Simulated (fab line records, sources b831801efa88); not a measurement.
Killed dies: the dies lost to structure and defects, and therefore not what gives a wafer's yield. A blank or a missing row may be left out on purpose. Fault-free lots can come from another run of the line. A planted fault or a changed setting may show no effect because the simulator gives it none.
fab line records | flow sfq_line | part 1 of 2: steps 1 to 32 of 42
[record] lots = 5 | wafers = 15 | last_day = 91
route steps=325 shown I5@229 C5@240 M6@251 I6@266
lots with no fault: from the same line, run without faults
start_h: hours from the record's opening day to when the first of the lot's shown wafers began | wait_h: hours from the lot's prior step to this one | " same as the row above | L1.1+2: a row that stands for several wafers | - either no value or no given start | * or withheld: withheld | < > ~ a bound
route shown NAME@n: names a module that has steps shown in the file, with the first one's number in the route | usual: mean and standard deviation over wafers with no fault | same: alike in all rows | chamber/n: place in a boat | sites: readings site by site | _std_site: the standard deviation of these | _edge_site: inner sites' mean taken away from outer sites' mean | radius_mm: for every site, how far away it sits from the centre of the wafer | mask NAME#n: copy n | behind: tool/chamber where the wafer was last shaped | hold: why the lot went on hold/how many hours it stayed there/how the hold came to an end | device: transistor that didn't switch, given as n, p or np | end of line: tests of these same wafers at the route's end | for a step that has no rows: nothing shown but its recipe | killed: dies that structure and defects cost at the first sort, which is not the same as the wafer's yield | map: dies across one wafer; x = killed, . = not, _ = none there
set.NAME: the setting that was run; set.NAME@STEP: the one run at that earlier step | model.NAME: the simulator's own value behind a step, which no gauge read
certain route steps with their lots: each step a table, each wafer a row
services: when a tool's chamber went out of use (start_h, in hours from the record's first day, below 0 if earlier), for how many hours, and the reason
[[steps]]
[step SFQ_TRILAYER_I5_LITHO_COAT_149]
[recipe] resist = BARC | spin_rpm = 3000 | resist_thk_nm = 62
lot.wafer  | tool           | chamber | start_h | wait_h
L074.1+2+3 | litho_track-04 | 0       | 1634.83 | 0.0
L077.3+4+6 | litho_track-01 | 0       | 1640.95 | 0.1
L079.1+3+6 | litho_track-01 | 0       | 1645.63 | 0.0
L084.1+4+6 | litho_track-01 | 0       | 1715.60 | 0.0
L087.1+2+5 | litho_track-02 | 0       | 1812.58 | 0.0
[step SFQ_TRILAYER_I5_LITHO_COAT_144]
[recipe] resist = KrF | spin_rpm = 3000 | resist_thk_nm = 650
lot.wafer  | tool           | chamber | start_h | wait_h
L074.1+2+3 | litho_track-04 | 0       | 1635.13 | 0.2
L077.3+4+6 | litho_track-01 | 0       | 1641.25 | 0.2
L079.1+3+6 | litho_track-01 | 0       | 1645.93 | 0.2
L084.1+4+6 | litho_track-01 | 0       | 1715.90 | 0.2
L087.1+2+5 | litho_track-02 | 0       | 1812.88 | 0.2
[step SFQ_TRILAYER_I5_LITHO_SOFTBAKE_148]
[recipe] temp_c = withheld | time_s = withheld | resist = KrF
lot.wafer  | tool           | chamber | start_h | wait_h
L074.1+2+3 | litho_track-04 | 0       | 1635.43 | 0.2
L077.3+4+6 | litho_track-01 | 0       | 1641.50 | 0.2
L079.1+3+6 | litho_track-01 | 0       | 1646.23 | 0.2
L084.1+4+6 | litho_track-01 | 0       | 1716.20 | 0.2
L087.1+2+5 | litho_track-02 | 0       | 1813.18 | 0.2
[step SFQ_TRILAYER_I5_LITHO_EXPOSE_145]
[recipe] mask_id = I5 | na = 0.6 | source_shape = conventional | sigma_outer = 0.65 | target_cd_nm = 700 | dose_mj = 21.3
lot.wafer  | tool           | chamber | start_h | wait_h | mask
L074.1+2+3 | krf_scanner-01 | 0       | 1640.78 | -      | I5#0
L077.3+4+6 | krf_scanner-01 | 0       | 1647.18 | -      | I5#0
L079.1+3+6 | krf_scanner-01 | 0       | 1650.38 | -      | I5#0
L084.1+4+6 | krf_scanner-02 | 0       | 1727.01 | -      | I5#0
L087.1+2+5 | krf_scanner-01 | 0       | 1813.33 | -      | I5#0
[step SFQ_TRILAYER_I5_LITHO_PEB_147]
[recipe] peb_temp_c = 115 | peb_time_s = 60 | resist = KrF
[usual] plate_temp_C = 115.00/0.13
lot.wafer | tool           | chamber | start_h | wait_h | plate_temp_C
L074.1    | litho_track-02 | 0       | 1641.98 | 1.0    | 115.19
L074.2    | "              | 0       | "       | "      | 115.28
L074.3    | "              | 0       | "       | "      | 115.36
L077.3    | litho_track-04 | 0       | 1648.03 | 0.7    | 115.03
L077.4    | "              | 0       | "       | "      | 115.15
L077.6    | "              | 0       | "       | "      | 115.15
L079.1    | litho_track-01 | 0       | 1651.58 | 1.0    | 115.08
L079.3    | "              | 0       | "       | "      | 115.18
L079.6    | "              | 0       | "       | "      | 115.05
L084.1    | litho_track-01 | 0       | 1728.21 | 1.0    | 115.06
L084.4    | "              | 0       | "       | "      | 115.16
L084.6    | "              | 0       | "       | "      | 114.80
L087.1    | litho_track-01 | 0       | 1814.53 | 1.0    | 115.13
L087.2    | "              | 0       | "       | "      | 115.10
L087.5    | "              | 0       | "       | "      | 114.99
[step SFQ_TRILAYER_I5_LITHO_DEVELOP_146]
[recipe] time_s = 60 | resist = KrF
lot.wafer  | tool           | chamber | start_h | wait_h
L074.1+2+3 | litho_track-02 | 0       | 1642.13 | 0.1
L077.3+4+6 | litho_track-04 | 0       | 1648.18 | 0.1
L079.1+3+6 | litho_track-01 | 0       | 1651.73 | 0.1
L084.1+4+6 | litho_track-01 | 0       | 1728.36 | 0.1
L087.1+2+5 | litho_track-01 | 0       | 1814.68 | 0.1
[step SFQ_I5_OVL_MEAS_936]
[usual] I5_OVL = -3/5.7
lot.wafer | tool       | chamber | start_h | wait_h | I5_OVL[nm]
L074.1    | overlay-02 | -       | 1642.28 | 0.1    | -3
L074.2    | "          | -       | "       | "      | -3
L074.3    | "          | -       | "       | "      | -6
L077.3    | overlay-02 | -       | 1648.29 | 0.1    | -9
L077.4    | "          | -       | "       | "      | -5
L077.6    | "          | -       | "       | "      | -1
L079.1    | overlay-02 | -       | 1651.88 | 0.1    | -6
L079.3    | "          | -       | "       | "      | -12
L079.6    | "          | -       | "       | "      | -12
L084.1    | overlay-02 | -       | 1728.51 | 0.1    | -2
L084.4    | "          | -       | "       | "      | 6
L084.6    | "          | -       | "       | "      | 0
L087.1    | overlay-02 | -       | 1814.83 | 0.1    | -5
L087.2    | "          | -       | "       | "      | -6
L087.5    | "          | -       | "       | "      | 0
[step SFQ_TRILAYER_I5_BARC_OPEN_VIA_ETCH_200]
[recipe] mask_material = PR | chemistry = O2 | target_depth_nm = 125 | target = BARC | source_w = 500 | bias_w = 80 | pressure_mtorr = 30 | time_s = 41.7
[usual] drypump_motor_current_A = 5.4/0.39 | oes_product_au = 0.685/0.0045
lot.wafer | tool        | chamber | start_h | wait_h | drypump_motor_current_A | oes_product_au | rf_hours_counter_h
L074.1    | rie_diel-01 | 1       | 1642.31 | 0.0    | 6.1                     | 0.680          | 9
L074.2    | "           | 0       | "       | "      | 5.9                     | 0.688          | 5
L074.3    | "           | 3       | "       | "      | 4.8                     | 0.687          | 16
L077.3    | rie_diel-01 | 3       | 1648.31 | 0.0    | 4.9                     | 0.686          | 16
L077.4    | "           | 2       | "       | "      | 5.7                     | 0.692          | 4
L077.6    | "           | 0       | "       | "      | 5.9                     | 0.680          | -
L079.1    | rie_diel-01 | 3       | 1651.91 | 0.0    | 4.8                     | 0.685          | 16
L079.3    | "           | 1       | "       | "      | 6.0                     | 0.688          | 9
L079.6    | "           | 0       | "       | "      | 5.9                     | 0.684          | -
L084.1    | rie_diel-01 | 3       | 1728.54 | 0.0    | 4.9                     | 0.679          | 17
L084.4    | "           | 0       | "       | "      | 6.0                     | 0.677          | 7
L084.6    | "           | 2       | "       | "      | 5.7                     | 0.681          | -
L087.1    | rie_diel-03 | 3       | 1814.86 | 0.0    | 5.5                     | 0.678          | 14
L087.2    | "           | 2       | "       | "      | 5.1                     | 0.683          | 12
L087.5    | "           | 3       | "       | "      | 5.5                     | 0.683          | -
[step SFQ_TRILAYER_I5_ETCH_VIA_ETCH_147]
[recipe] stop_on = Nb | mask_material = PR | chemistry = CHF3 | target_depth_nm = 360 | source_w = 500 | bias_w = 80 | pressure_mtorr = 30 | time_s = withheld
[usual] drypump_motor_current_A = 5.4/0.39 | oes_product_au = 0.988/0.0071
lot.wafer | tool        | chamber | start_h | wait_h | drypump_motor_current_A | oes_product_au
L074.1    | rie_diel-01 | 1       | 1642.35 | 0.0    | 6.1                     | 0.985
L074.2    | "           | 0       | "       | "      | 5.9                     | 0.989
L074.3    | "           | 3       | "       | "      | 4.8                     | 0.982
L077.3    | rie_diel-01 | 3       | 1648.35 | 0.0    | 4.8                     | 1.001
L077.4    | "           | 2       | "       | "      | 5.7                     | 0.988
L077.6    | "           | 0       | "       | "      | 5.9                     | 0.991
L079.1    | rie_diel-01 | 3       | 1651.95 | 0.0    | 4.8                     | 0.978
L079.3    | "           | 1       | "       | "      | 6.1                     | 0.989
L079.6    | "           | 0       | "       | "      | 5.9                     | 0.976
L084.1    | rie_diel-01 | 3       | 1728.58 | 0.0    | 4.8                     | 0.999
L084.4    | "           | 0       | "       | "      | 5.9                     | 0.993
L084.6    | "           | 2       | "       | "      | 5.7                     | 0.995
L087.1    | rie_diel-03 | 3       | 1814.90 | 0.0    | 5.5                     | 0.982
L087.2    | "           | 2       | "       | "      | 5.1                     | 0.989
L087.5    | "           | 3       | "       | "      | 5.5                     | 0.984
[step SFQ_TRILAYER_I5_STRIP_STRIP_148]
[recipe] gas = O2 | power_w = 200 | platen_temp_c = 40 | overash_fraction = 0.65 | chemistry = O2 | pressure_mtorr = 50
[usual] drypump_motor_current_A = 5.7/0.37 | oes_product_au = 0.997/0.015
[same] overash_fraction = 0.65
lot.wafer | tool         | chamber | start_h | wait_h | drypump_motor_current_A | oes_product_au | rf_hours_counter_h
L074.1    | rie_metal-01 | 1       | 1642.50 | -      | 6.0                     | 0.999          | 54
L074.2    | "            | 0       | "       | "      | 5.3                     | 0.972          | 49
L074.3    | "            | 0       | "       | "      | 5.3                     | 0.970          | -
L077.3    | rie_metal-04 | 0       | 1648.70 | -      | 5.4                     | 1.018          | -
L077.4    | "            | 1       | "       | "      | 5.5                     | 0.992          | -
L077.6    | "            | 0       | "       | "      | 5.4                     | 1.017          | -
L079.1    | rie_metal-04 | 0       | 1652.10 | -      | 5.4                     | 1.011          | 15
L079.3    | "            | 1       | "       | "      | 5.5                     | 0.978          | -
L079.6    | "            | 0       | "       | "      | 5.4                     | 1.023          | -
L084.1    | rie_metal-01 | 1       | 1728.73 | -      | 6.0                     | 1.000          | 67
L084.4    | "            | 1       | "       | "      | 6.0                     | 1.001          | -
L084.6    | "            | 1       | "       | "      | 6.0                     | 1.001          | -
L087.1    | rie_metal-02 | 0       | 1815.05 | -      | 5.5                     | 1.009          | 13
L087.2    | "            | 1       | "       | "      | 6.3                     | 1.007          | 39
L087.5    | "            | 0       | "       | "      | 5.5                     | 0.998          | -
[step SFQ_TRILAYER_I5_STRIP_SOLV_CLEAN_149]
[recipe] chemistry = NMP | temp_c = 70 | time_s = 600
lot.wafer  | tool         | chamber | start_h | wait_h
L074.1+2+3 | wet_bench-04 | 0,4,7   | 1643.10 | 0.4
L077.3+4+6 | wet_bench-03 | 6,7,3   | 1649.10 | 0.2
L079.1+3+6 | wet_bench-02 | 5,4,1   | 1652.70 | 0.4
L084.1+4+6 | wet_bench-03 | 1,3,6   | 1729.33 | 0.4
L087.1+2+5 | wet_bench-04 | 5,7,4   | 1815.65 | 0.4
[step SFQ_TRILAYER_C5_LITHO_COAT_156]
[recipe] resist = BARC | spin_rpm = 3000 | resist_thk_nm = 62
lot.wafer  | tool           | chamber | start_h | wait_h
L074.1+2+3 | litho_track-03 | 0       | 1643.28 | 0.0
L077.3+4+6 | litho_track-03 | 0       | 1649.55 | 0.1
L079.1+3+6 | litho_track-03 | 0       | 1652.89 | 0.0
L084.1+4+6 | litho_track-03 | 0       | 1729.51 | 0.0
L087.1+2+5 | litho_track-01 | 0       | 1815.83 | 0.0
[step SFQ_TRILAYER_C5_LITHO_COAT_151]
[recipe] resist = KrF | spin_rpm = 3000 | resist_thk_nm = 650
lot.wafer  | tool           | chamber | start_h | wait_h
L074.1+2+3 | litho_track-03 | 0       | 1643.58 | 0.2
L077.3+4+6 | litho_track-03 | 0       | 1649.85 | 0.2
L079.1+3+6 | litho_track-03 | 0       | 1653.19 | 0.2
L084.1+4+6 | litho_track-03 | 0       | 1729.81 | 0.2
L087.1+2+5 | litho_track-01 | 0       | 1816.13 | 0.2
[step SFQ_TRILAYER_C5_LITHO_SOFTBAKE_155]
[recipe] temp_c = withheld | time_s = withheld | resist = KrF
lot.wafer  | tool           | chamber | start_h | wait_h
L074.1+2+3 | litho_track-03 | 0       | 1643.88 | 0.2
L077.3+4+6 | litho_track-03 | 0       | 1650.10 | 0.2
L079.1+3+6 | litho_track-03 | 0       | 1653.49 | 0.2
L084.1+4+6 | litho_track-03 | 0       | 1730.11 | 0.2
L087.1+2+5 | litho_track-01 | 0       | 1816.43 | 0.2
[step SFQ_TRILAYER_C5_LITHO_EXPOSE_152]
[recipe] mask_id = C5 | na = 0.6 | source_shape = conventional | sigma_outer = 0.65 | target_cd_nm = 500 | dose_mj = 21.3
lot.wafer  | tool           | chamber | start_h | wait_h | mask
L074.1+2+3 | krf_scanner-02 | 0       | -       | -      | C5#0
L077.3+4+6 | krf_scanner-02 | 0       | 1732.21 | -      | C5#0
L079.1+3+6 | krf_scanner-02 | 0       | 1740.21 | -      | C5#0
L084.1+4+6 | krf_scanner-02 | 0       | 1758.20 | -      | C5#0
L087.1+2+5 | krf_scanner-02 | 0       | 1830.96 | -      | C5#0
[step SFQ_TRILAYER_C5_LITHO_PEB_154]
[recipe] peb_temp_c = 115 | peb_time_s = 60 | resist = KrF
[usual] plate_temp_C = 114.99/0.13
lot.wafer | tool           | chamber | start_h | wait_h | plate_temp_C
L074.1    | litho_track-03 | 0       | -       | -      | 114.83
L074.2    | "              | 0       | "       | "      | 114.98
L074.3    | "              | 0       | "       | "      | 114.75
L077.3    | litho_track-02 | 0       | 1733.06 | 0.7    | 114.91
L077.4    | "              | 0       | "       | "      | 115.01
L077.6    | "              | 0       | "       | "      | 115.10
L079.1    | litho_track-01 | 0       | 1741.41 | 1.0    | 115.01
L079.3    | "              | 0       | "       | "      | 114.89
L079.6    | "              | 0       | "       | "      | 115.05
L084.1    | litho_track-03 | 0       | 1759.40 | 1.0    | 115.13
L084.4    | "              | 0       | "       | "      | 114.86
L084.6    | "              | 0       | "       | "      | 115.05
L087.1    | litho_track-03 | 0       | 1832.16 | 1.0    | 114.91
L087.2    | "              | 0       | "       | "      | 114.90
L087.5    | "              | 0       | "       | "      | 115.02
[step SFQ_TRILAYER_C5_LITHO_DEVELOP_153]
[recipe] time_s = 60 | resist = KrF
lot.wafer  | tool           | chamber | start_h | wait_h
L074.1+2+3 | litho_track-03 | 0       | 1716.15 | 0.1
L077.3+4+6 | litho_track-02 | 0       | 1733.21 | 0.1
L079.1+3+6 | litho_track-01 | 0       | 1741.56 | 0.1
L084.1+4+6 | litho_track-03 | 0       | 1759.55 | 0.1
L087.1+2+5 | litho_track-03 | 0       | 1832.31 | 0.1
[step SFQ_C5_OVL_MEAS_937]
[usual] C5_OVL = 4/6.2
lot.wafer | tool       | chamber | start_h | wait_h | C5_OVL[nm]
L074.1    | overlay-01 | -       | 1716.30 | 0.1    | 5
L074.2    | "          | -       | "       | "      | 11
L074.3    | "          | -       | "       | "      | 8
L077.3    | overlay-01 | -       | 1733.32 | 0.1    | 2
L077.4    | "          | -       | "       | "      | -2
L077.6    | "          | -       | "       | "      | 4
L079.1    | overlay-01 | -       | 1741.71 | 0.1    | 9
L079.3    | "          | -       | "       | "      | 16
L079.6    | "          | -       | "       | "      | 17
L084.1    | overlay-01 | -       | 1759.70 | 0.1    | 13
L084.4    | "          | -       | "       | "      | 11
L084.6    | "          | -       | "       | "      | 0
L087.1    | overlay-01 | -       | 1832.46 | 0.1    | -2
L087.2    | "          | -       | "       | "      | 5
L087.5    | "          | -       | "       | "      | 0
[step SFQ_TRILAYER_C5_BARC_OPEN_VIA_ETCH_210]
[recipe] mask_material = PR | chemistry = O2 | target_depth_nm = 125 | target = BARC | source_w = 500 | bias_w = 80 | pressure_mtorr = 30 | time_s = 41.7
[usual] drypump_motor_current_A = 5.5/0.4 | oes_product_au = 0.685/0.0044
lot.wafer | tool        | chamber | start_h | wait_h | drypump_motor_current_A | oes_product_au | rf_hours_counter_h
L074.1    | rie_diel-04 | 0       | 1716.34 | 0.0    | 5.8                     | 0.691          | 20
L074.2    | "           | 2       | "       | "      | 5.4                     | 0.684          | 3
L074.3    | "           | 3       | "       | "      | 5.6                     | 0.686          | 1
L077.3    | rie_diel-03 | 0       | 1733.34 | 0.0    | 5.3                     | 0.681          | 14
L077.4    | "           | 1       | "       | "      | 4.8                     | 0.684          | 3
L077.6    | "           | 1       | "       | "      | 4.8                     | 0.687          | -
L079.1    | rie_diel-03 | 0       | 1741.74 | 0.0    | 5.3                     | 0.674          | 14
L079.3    | "           | 3       | "       | "      | 5.5                     | 0.692          | 13
L079.6    | "           | 2       | "       | "      | 5.1                     | 0.691          | -
L084.1    | rie_diel-03 | 0       | 1759.73 | 0.0    | 5.3                     | 0.683          | 15
L084.4    | "           | 0       | "       | "      | 5.3                     | 0.685          | -
L084.6    | "           | 3       | "       | "      | 5.5                     | 0.684          | -
L087.1    | rie_diel-02 | 0       | 1832.49 | 0.0    | 5.9                     | 0.686          | 11
L087.2    | "           | 3       | "       | "      | 6.2                     | 0.682          | 13
L087.5    | "           | 3       | "       | "      | 6.2                     | 0.691          | -
[step SFQ_TRILAYER_C5_ETCH_VIA_ETCH_154]
[recipe] target = SiO2 | mask_material = PR | chemistry = CHF3 | target_depth_nm = 84 | source_w = 500 | bias_w = 80 | pressure_mtorr = 30 | time_s = withheld | stop_on = Nb
[usual] drypump_motor_current_A = 5.5/0.39 | oes_product_au = 0.897/0.0089
lot.wafer | tool        | chamber | start_h | wait_h | drypump_motor_current_A | oes_product_au
L074.1    | rie_diel-04 | 0       | 1716.38 | 0.0    | 5.9                     | 0.895
L074.2    | "           | 2       | "       | "      | 5.4                     | 0.900
L074.3    | "           | 3       | "       | "      | 5.7                     | 0.884
L077.3    | rie_diel-03 | 0       | 1733.38 | 0.0    | 5.3                     | 0.903
L077.4    | "           | 1       | "       | "      | 4.8                     | 0.903
L077.6    | "           | 1       | "       | "      | 4.8                     | 0.901
L079.1    | rie_diel-03 | 0       | 1741.78 | 0.0    | 5.3                     | 0.888
L079.3    | "           | 3       | "       | "      | 5.5                     | 0.885
L079.6    | "           | 2       | "       | "      | 5.1                     | 0.892
L084.1    | rie_diel-03 | 0       | 1759.77 | 0.0    | 5.3                     | 0.896
L084.4    | "           | 0       | "       | "      | 5.3                     | 0.890
L084.6    | "           | 3       | "       | "      | 5.5                     | 0.900
L087.1    | rie_diel-02 | 0       | 1832.53 | 0.0    | 5.9                     | 0.877
L087.2    | "           | 3       | "       | "      | 6.2                     | 0.888
L087.5    | "           | 3       | "       | "      | 6.2                     | 0.906
[step SFQ_TRILAYER_C5_STRIP_STRIP_155]
[recipe] gas = O2 | power_w = 200 | platen_temp_c = 40 | overash_fraction = 0.65 | chemistry = O2 | pressure_mtorr = 50
[usual] drypump_motor_current_A = 5.5/0.33 | oes_product_au = 1.000/0.014
[same] overash_fraction = 0.65
lot.wafer | tool         | chamber | start_h | wait_h | drypump_motor_current_A | oes_product_au | rf_hours_counter_h
L074.1    | rie_metal-03 | 0       | 1716.42 | -      | 5.9                     | 1.010          | 103
L074.2    | "            | 1       | "       | "      | 5.2                     | 0.998          | 87
L074.3    | "            | 1       | "       | "      | 5.2                     | 1.004          | -
L077.3    | rie_metal-03 | 1       | 1733.63 | -      | 5.2                     | 0.993          | -
L077.4    | "            | 0       | "       | "      | 5.9                     | 1.018          | -
L077.6    | "            | 0       | "       | "      | 5.9                     | 1.024          | -
L079.1    | rie_metal-01 | 0       | 1741.83 | -      | 5.3                     | 0.985          | 63
L079.3    | "            | 1       | "       | "      | 6.0                     | 0.999          | -
L079.6    | "            | 0       | "       | "      | 5.3                     | 0.987          | -
L084.1    | rie_metal-03 | 1       | 1759.82 | -      | 5.2                     | 0.994          | 93
L084.4    | "            | 1       | "       | "      | 5.2                     | 1.000          | -
L084.6    | "            | 0       | "       | "      | 5.9                     | 1.008          | -
L087.1    | rie_metal-04 | 0       | 1832.58 | -      | 5.4                     | 1.009          | 40
L087.2    | "            | 0       | "       | "      | 5.4                     | 1.007          | -
L087.5    | "            | 0       | "       | "      | 5.4                     | 1.009          | -
[step SFQ_TRILAYER_C5_STRIP_SOLV_CLEAN_156]
[recipe] chemistry = NMP | temp_c = 70 | time_s = 600
lot.wafer  | tool         | chamber | start_h | wait_h
L074.1+2+3 | wet_bench-02 | 6,4,2   | 1717.02 | 0.4
L077.3+4+6 | wet_bench-04 | 1,5,7   | 1734.03 | 0.2
L079.1+3+6 | wet_bench-04 | 3,1,2   | 1742.43 | 0.4
L084.1+4+6 | wet_bench-01 | 5,6,4   | 1760.42 | 0.4
L087.1+2+5 | wet_bench-02 | 1,3,7   | 1833.78 | 1.0
[step SFQ_TRILAYER_M6_DEP_PRE_CLEAN_158]
[recipe] gas = Ar | time_s = 22.5 | bias_v = 250
lot.wafer  | tool           | chamber | start_h | wait_h
L074.1+2+3 | pvd_sputter-06 | -       | 1717.20 | 0.0
L077.3+4+6 | pvd_sputter-05 | -       | 1734.21 | 0.0
L079.1+3+6 | pvd_sputter-04 | -       | 1742.62 | 0.0
L084.1+4+6 | pvd_sputter-04 | -       | 1760.60 | 0.0
L087.1+2+5 | pvd_sputter-06 | -       | 1833.96 | 0.0
[step SFQ_TRILAYER_M6_DEP_SPUTTER_157]
[recipe] material = Nb | base_pressure_pa = 1.33e-06 | chamber_pressure_pa = 0.1333 | substrate_temp_c = 20 | target_thk_nm = 200 | power_w = 2000 | time_s = 133.3
[usual] throttle_valve_pct = 30.0/1.2
lot.wafer | tool           | chamber | start_h | wait_h | throttle_valve_pct
L074.1    | pvd_sputter-06 | -       | 1717.23 | 0.0    | 29.6
L074.2    | "              | -       | "       | "      | 30.1
L074.3    | "              | -       | "       | "      | 31.6
L077.3    | pvd_sputter-05 | -       | 1734.24 | 0.0    | 31.5
L077.4    | "              | -       | "       | "      | 31.1
L077.6    | "              | -       | "       | "      | 28.3
L079.1    | pvd_sputter-04 | -       | 1742.65 | 0.0    | 29.6
L079.3    | "              | -       | "       | "      | 30.3
L079.6    | "              | -       | "       | "      | 30.1
L084.1    | pvd_sputter-04 | -       | 1760.63 | 0.0    | 27.5
L084.4    | "              | -       | "       | "      | 30.0
L084.6    | "              | -       | "       | "      | 27.2
L087.1    | pvd_sputter-06 | -       | 1833.98 | 0.0    | 31.3
L087.2    | "              | -       | "       | "      | 30.0
L087.5    | "              | -       | "       | "      | 30.6
[step SFQ_M6_RS_MEAS_938]
[recipe] thk_meas_gauge = four-point-probe | reads = Nb_of_TRILAYER_M6_DEP_SPUTTER_157
[usual] M6_NB_RS = 0.889/0.012
lot.wafer | tool          | chamber | start_h | wait_h | M6_NB_RS[ohm/sq]
L074.1    | film_metro-01 | -       | 1717.32 | 0.0    | 0.902
L074.2    | "             | -       | "       | "      | 0.895
L074.3    | "             | -       | "       | "      | 0.886
L077.3    | film_metro-04 | -       | 1734.37 | 0.1    | 0.870
L077.4    | "             | -       | "       | "      | 0.852
L077.6    | "             | -       | "       | "      | 0.890
L079.1    | film_metro-01 | -       | 1742.74 | 0.0    | 0.884
L079.3    | "             | -       | "       | "      | 0.886
L079.6    | "             | -       | "       | "      | 0.880
L084.1    | film_metro-02 | -       | 1760.72 | 0.0    | 0.884
L084.4    | "             | -       | "       | "      | 0.882
L084.6    | "             | -       | "       | "      | 0.887
L087.1    | film_metro-02 | -       | 1834.07 | 0.0    | 0.911
L087.2    | "             | -       | "       | "      | 0.900
L087.5    | "             | -       | "       | "      | 0.892
[step SFQ_TRILAYER_M6_LITHO_COAT_164]
[recipe] resist = BARC | spin_rpm = 3000 | resist_thk_nm = 62
lot.wafer  | tool           | chamber | start_h | wait_h
L074.1+2+3 | litho_track-01 | 0       | 1717.50 | 0.1
L077.3+4+6 | litho_track-03 | 0       | 1734.61 | 0.1
L079.1+3+6 | litho_track-04 | 0       | 1742.92 | 0.1
L084.1+4+6 | litho_track-03 | 0       | 1760.90 | 0.1
L087.1+2+5 | litho_track-03 | 0       | 1834.25 | 0.1
[step SFQ_TRILAYER_M6_LITHO_COAT_159]
[recipe] resist = KrF | spin_rpm = 3000 | resist_thk_nm = 600
lot.wafer  | tool           | chamber | start_h | wait_h
L074.1+2+3 | litho_track-01 | 0       | 1717.80 | 0.2
L077.3+4+6 | litho_track-03 | 0       | 1734.91 | 0.2
L079.1+3+6 | litho_track-04 | 0       | 1743.22 | 0.2
L084.1+4+6 | litho_track-03 | 0       | 1761.20 | 0.2
L087.1+2+5 | litho_track-03 | 0       | 1834.55 | 0.2
[step SFQ_TRILAYER_M6_LITHO_SOFTBAKE_163]
[recipe] temp_c = withheld | time_s = withheld | resist = KrF
lot.wafer  | tool           | chamber | start_h | wait_h
L074.1+2+3 | litho_track-01 | 0       | 1718.10 | 0.2
L077.3+4+6 | litho_track-03 | 0       | 1735.16 | 0.2
L079.1+3+6 | litho_track-04 | 0       | 1743.52 | 0.2
L084.1+4+6 | litho_track-03 | 0       | 1761.50 | 0.2
L087.1+2+5 | litho_track-03 | 0       | 1834.85 | 0.2
[step SFQ_TRILAYER_M6_LITHO_EXPOSE_160]
[recipe] mask_id = M6 | na = 0.6 | source_shape = conventional | sigma_outer = 0.65 | target_cd_nm = 500 | dose_mj = 14.4
lot.wafer  | tool           | chamber | start_h | wait_h | mask
L074.1+2+3 | krf_scanner-01 | 0       | 1727.61 | -      | M6#0
L077.3+4+6 | krf_scanner-01 | 0       | 1735.66 | -      | M6#0
L079.1+3+6 | krf_scanner-01 | 0       | 1828.37 | -      | M6#0
L084.1+4+6 | krf_scanner-01 | 0       | 1850.72 | -      | M6#0
L087.1+2+5 | krf_scanner-02 | 0       | 1912.48 | -      | M6#0
[step SFQ_TRILAYER_M6_LITHO_PEB_162]
[recipe] peb_temp_c = 115 | peb_time_s = 60 | resist = KrF
[usual] plate_temp_C = 114.99/0.15
lot.wafer | tool           | chamber | start_h | wait_h | plate_temp_C
L074.1    | litho_track-04 | 0       | 1728.81 | 1.0    | 115.12
L074.2    | "              | 0       | "       | "      | 115.22
L074.3    | "              | 0       | "       | "      | 114.90
L077.3    | litho_track-01 | 0       | 1736.51 | 0.7    | 115.15
L077.4    | "              | 0       | "       | "      | 114.87
L077.6    | "              | 0       | "       | "      | 114.91
L079.1    | litho_track-04 | 0       | 1829.57 | 1.0    | 115.23
L079.3    | "              | 0       | "       | "      | 115.06
L079.6    | "              | 0       | "       | "      | 115.03
L084.1    | litho_track-01 | 0       | 1851.92 | 1.0    | 114.87
L084.4    | "              | 0       | "       | "      | 114.89
L084.6    | "              | 0       | "       | "      | 115.11
L087.1    | litho_track-01 | 0       | 1913.68 | 1.0    | 115.17
L087.2    | "              | 0       | "       | "      | 115.02
L087.5    | "              | 0       | "       | "      | 114.98
[step SFQ_TRILAYER_M6_LITHO_DEVELOP_161]
[recipe] time_s = 60 | resist = KrF
lot.wafer  | tool           | chamber | start_h | wait_h
L074.1+2+3 | litho_track-04 | 0       | 1728.96 | 0.1
L077.3+4+6 | litho_track-01 | 0       | 1736.66 | 0.1
L079.1+3+6 | litho_track-04 | 0       | 1829.72 | 0.1
L084.1+4+6 | litho_track-01 | 0       | 1852.07 | 0.1
L087.1+2+5 | litho_track-01 | 0       | 1913.83 | 0.1
[step SFQ_M6_OVL_MEAS_940]
[usual] M6_OVL = 2/4.9
lot.wafer | tool       | chamber | start_h | wait_h | M6_OVL[nm]
L074.1    | overlay-01 | -       | 1729.11 | 0.1    | 4
L074.2    | "          | -       | "       | "      | 2
L074.3    | "          | -       | "       | "      | 2
L077.3    | overlay-01 | -       | 1736.77 | 0.1    | 6
L077.4    | "          | -       | "       | "      | 7
L077.6    | "          | -       | "       | "      | 12
L079.1    | overlay-02 | -       | 1829.87 | 0.1    | 3
L079.3    | "          | -       | "       | "      | -5
L079.6    | "          | -       | "       | "      | 2
L084.1    | overlay-02 | -       | 1852.22 | 0.1    | 9
L084.4    | "          | -       | "       | "      | 0
L084.6    | "          | -       | "       | "      | 9
L087.1    | overlay-02 | -       | 1913.98 | 0.1    | -1
L087.2    | "          | -       | "       | "      | 3
L087.5    | "          | -       | "       | "      | -1
